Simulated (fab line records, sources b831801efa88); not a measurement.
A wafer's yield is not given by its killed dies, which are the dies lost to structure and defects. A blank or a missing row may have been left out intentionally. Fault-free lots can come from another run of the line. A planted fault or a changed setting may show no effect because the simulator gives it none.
What tool caused it? / flow gf180mcu / 13 lots with 39 wafers sampled at 4 steps, on a route of 602 steps

## WHAT THE GAUGES SHOWED, per wafer
GF_MVPSD_OVL_MEAS_07. Usual: for MVPSD_OVL the level is -0.3 nm and the standard deviation is 1.4.
lot=L738; measured=day 5 06:50; on=overlay-02; MVPSD_OVL (nm)=-0.6 -1.4 -1.7; flag=
lot=L740; measured=day 5 10:52; on=overlay-02; MVPSD_OVL (nm)=-0.6 -0.4 -0.8; flag=
lot=L742; measured=day 6 07:22; on=overlay-01; MVPSD_OVL (nm)=-0.4 -2.4 -1.5; flag=
lot=L743; measured=day 6 11:09; on=overlay-02; MVPSD_OVL (nm)=-1.1 -1.5 -1.5; flag=
lot=L744; measured=day 6 15:53; on=overlay-02; MVPSD_OVL (nm)=0.9 1.4 1.2; flag=
lot=L746; measured=day 7 09:04; on=overlay-02; MVPSD_OVL (nm)=-2.8 -0.8 -0.5; flag=
lot=L748; measured=day 7 17:56; on=overlay-02; MVPSD_OVL (nm)=-2.2 -3.4 -3.3; flag=
lot=L751; measured=day 8 09:13; on=overlay-01; MVPSD_OVL (nm)=1.1 0.1 1.7; flag=
lot=L753; measured=day 8 19:01; on=overlay-02; MVPSD_OVL (nm)=-1.6 -2.7 -0.3; flag=
lot=L756; measured=day 9 13:52; on=overlay-02; MVPSD_OVL (nm)=-0.5 1.1 -0.3; flag=
lot=L757; measured=day 9 17:03; on=overlay-02; MVPSD_OVL (nm)=2.6 1.3 2.7; flag=
lot=L758; measured=day 9 23:29; on=overlay-01; MVPSD_OVL (nm)=1.9 1.7 2.3; flag=
lot=L760; measured=day 10 12:24; on=overlay-01; MVPSD_OVL (nm)=-1.2 -1.7 -1.2; flag=

GF_VT_IMPLANT_RS_MEAS_47: uses a four-point probe to measure. Usual: for NWELL_RS the level is 487.7 ohm/sq and the standard deviation is 1.4.
lot=L738; measured=day 7 22:19; on=film metro-03; NWELL_RS (ohm/sq)=486.7 486.1 486.2; flag=
lot=L740; measured=day 8 02:23; on=film metro-03; NWELL_RS (ohm/sq)=489.7 487.5 488.3; flag=
lot=L742; measured=day 9 00:38; on=film metro-02; NWELL_RS (ohm/sq)=488.6 489.1 487.9; flag=
lot=L743; measured=day 9 03:59; on=film metro-02; NWELL_RS (ohm/sq)=490.2 491.4 490.2; flag=
lot=L744; measured=day 9 09:22; on=film metro-02; NWELL_RS (ohm/sq)=487.7 488.4 488.9; flag=
lot=L746; measured=day 10 04:40; on=film metro-02; NWELL_RS (ohm/sq)=489.2 488.3 486.1; flag=
lot=L748; measured=day 10 14:41; on=film metro-02; NWELL_RS (ohm/sq)=486.4 487.5 486.8; flag=
lot=L751; measured=day 11 08:31; on=film metro-03; NWELL_RS (ohm/sq)=487.6 486.6 487.6; flag=
lot=L753; measured=day 11 18:25; on=film metro-04; NWELL_RS (ohm/sq)=486.8 488.2 488.3; flag=
lot=L756; measured=day 12 14:47; on=film metro-02; NWELL_RS (ohm/sq)=487.7 488.2 487.0; flag=
lot=L757; measured=day 12 18:29; on=film metro-03; NWELL_RS (ohm/sq)=496.6 495.9 496.2; flag=OFF
lot=L758; measured=day 13 02:00; on=film metro-04; NWELL_RS (ohm/sq)=492.7 492.5 492.9; flag=OFF
lot=L760; measured=day 13 15:44; on=film metro-03; NWELL_RS (ohm/sq)=491.3 489.2 488.8; flag=

GF_HV_LDD_THK_MEAS_55. Usual: for HV_LDD_CVD_54_THK the level is 10.08 nm and the standard deviation is 0.15.
lot=L738; measured=day 12 19:11; on=film metro-04; HV_LDD_CVD_54_THK (nm)=10.06 10.15 10.01; flag=
lot=L740; measured=day 13 03:53; on=film metro-04; HV_LDD_CVD_54_THK (nm)=10.40 10.37 10.37; flag=
lot=L742; measured=day 14 05:17; on=film metro-04; HV_LDD_CVD_54_THK (nm)=9.97 9.98 10.03; flag=
lot=L743; measured=day 14 09:37; on=film metro-02; HV_LDD_CVD_54_THK (nm)=10.10 10.12 9.89; flag=
lot=L744; measured=day 14 19:13; on=film metro-02; HV_LDD_CVD_54_THK (nm)=10.30 10.30 10.47; flag=
lot=L746; measured=day 15 16:02; on=film metro-02; HV_LDD_CVD_54_THK (nm)=10.00 10.12 10.09; flag=
lot=L748; measured=day 16 04:46; on=film metro-03; HV_LDD_CVD_54_THK (nm)=10.06 10.08 10.08; flag=
lot=L751; measured=day 16 21:56; on=film metro-02; HV_LDD_CVD_54_THK (nm)=10.04 10.02 9.94; flag=
lot=L753; measured=day 17 12:34; on=film metro-03; HV_LDD_CVD_54_THK (nm)=10.23 10.19 10.10; flag=
lot=L756; measured=day 18 08:32; on=film metro-04; HV_LDD_CVD_54_THK (nm)=10.10 10.26 10.25; flag=
lot=L757; measured=day 18 12:58; on=film metro-04; HV_LDD_CVD_54_THK (nm)=9.79 9.92 9.81; flag=
lot=L758; measured=day 18 23:17; on=film metro-03; HV_LDD_CVD_54_THK (nm)=9.76 9.84 9.74; flag=
lot=L760; measured=day 19 15:22; on=film metro-03; HV_LDD_CVD_54_THK (nm)=9.91 9.99 10.09; flag=

## WHAT TOOL EACH LOT RAN ON (gives the tool, then ch and the chambers of the sampled wafers, and finally the start)
lot=L738; GF_NWELL_IMPLANT_09=implanter-01 ch 0, day 3 12:46
lot=L740; GF_NWELL_IMPLANT_09=implanter-02 ch 0, day 3 18:35
lot=L742; GF_NWELL_IMPLANT_09=implanter-03 ch 0, day 4 11:50
lot=L743; GF_NWELL_IMPLANT_09=implanter-02 ch 0, day 4 15:02
lot=L744; GF_NWELL_IMPLANT_09=implanter-03 ch 0, day 4 18:59
lot=L746; GF_NWELL_IMPLANT_09=implanter-02 ch 0, day 5 09:14
lot=L748; GF_NWELL_IMPLANT_09=implanter-01 ch 0, day 5 19:08
lot=L751; GF_NWELL_IMPLANT_09=implanter-02 ch 0, day 6 09:51
lot=L753; GF_NWELL_IMPLANT_09=implanter-03 ch 0, day 6 18:26
lot=L756; GF_NWELL_IMPLANT_09=implanter-02 ch 0, day 7 11:28
lot=L757; GF_NWELL_IMPLANT_09=implanter-03 ch 0, day 7 15:04
lot=L758; GF_NWELL_IMPLANT_09=implanter-03 ch 0, day 7 21:20
lot=L760; GF_NWELL_IMPLANT_09=implanter-01 ch 0, day 8 08:27
- GF_NWELL_IMPLANT_09

## AS READ BY THE TOOLS THEMSELVES (means over the sampled wafers that have a number; for cases with no such wafer, the mark the record gives instead)
GF_NWELL_IMPLANT_09. Usual: dose ions cm2 4e+12, standard deviation 4.6e+09; faraday current uA 22.6, standard deviation 0.44.
lot=L738; tool=implanter-01; dose ions cm2=4e+12; faraday current uA=22.4; flag=
lot=L740; tool=implanter-02; dose ions cm2=4e+12; faraday current uA=23.0; flag=
lot=L742; tool=implanter-03; dose ions cm2=4e+12; faraday current uA=22.2; flag=
lot=L743; tool=implanter-02; dose ions cm2=4e+12; faraday current uA=22.8; flag=
lot=L744; tool=implanter-03; dose ions cm2=4e+12; faraday current uA=22.4; flag=
lot=L746; tool=implanter-02; dose ions cm2=4e+12; faraday current uA=22.5; flag=
lot=L748; tool=implanter-01; dose ions cm2=4e+12; faraday current uA=22.9; flag=
lot=L751; tool=implanter-02; dose ions cm2=4e+12; faraday current uA=22.2; flag=
lot=L753; tool=implanter-03; dose ions cm2=4e+12; faraday current uA=22.5; flag=
lot=L756; tool=implanter-02; dose ions cm2=4e+12; faraday current uA=22.3; flag=
lot=L757; tool=implanter-03; dose ions cm2=4e+12; faraday current uA=20.4; flag=OFF
lot=L758; tool=implanter-03; dose ions cm2=4e+12; faraday current uA=20.6; flag=OFF
lot=L760; tool=implanter-01; dose ions cm2=4e+12; faraday current uA=22.7; flag=

## THE ANSWER, worked out from the rows above alone
Rule: a lot is off if the mean of its wafers that have a number lies more than 3 standard deviations from the usual mean. A lot without any number at a reading at which 4 lots or more have one is off too. Any other lot the step has rows for is counted as sound. First the gauges in route order, then the tools' own readings, where a lot's mean is used as printed above. At the first step where some lot is off, the reading lying furthest off is the one used; lots without a number count as furthest.
Off: L757, L758, seen at GF_VT_IMPLANT_RS_MEAS_47 (NWELL_RS).
A tool fits if, at a process step before that reading, it ran every lot that is off, and no sound lot after the first of them. The gauges at GF_VT_IMPLANT_RS_MEAS_47 aren't tried: what is off there is off at GF_NWELL_IMPLANT_09 too, on other tools, and a gauge's error can't cause that. One fits: implanter-03 at GF_NWELL_IMPLANT_09. Its last sound lot is L753 (day 6 18:26), its first lot that is off L757 (day 7 15:04): a fault that began between those two fits.
The tool's own readings at GF_NWELL_IMPLANT_09 bear it out: on the lots that are off they differ by more than 5 times the standard deviation of the sound lots' means. faraday current uA reads 20.5 there against 22.5 on the sound lots.

## WHAT WAS PUT IN BY THE SIMULATOR
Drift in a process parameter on implanter-03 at GF_NWELL_IMPLANT_09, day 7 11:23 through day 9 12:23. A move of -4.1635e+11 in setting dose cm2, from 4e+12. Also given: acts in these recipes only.
Struck lots among those shown: L757, L758. The rule above found the same.
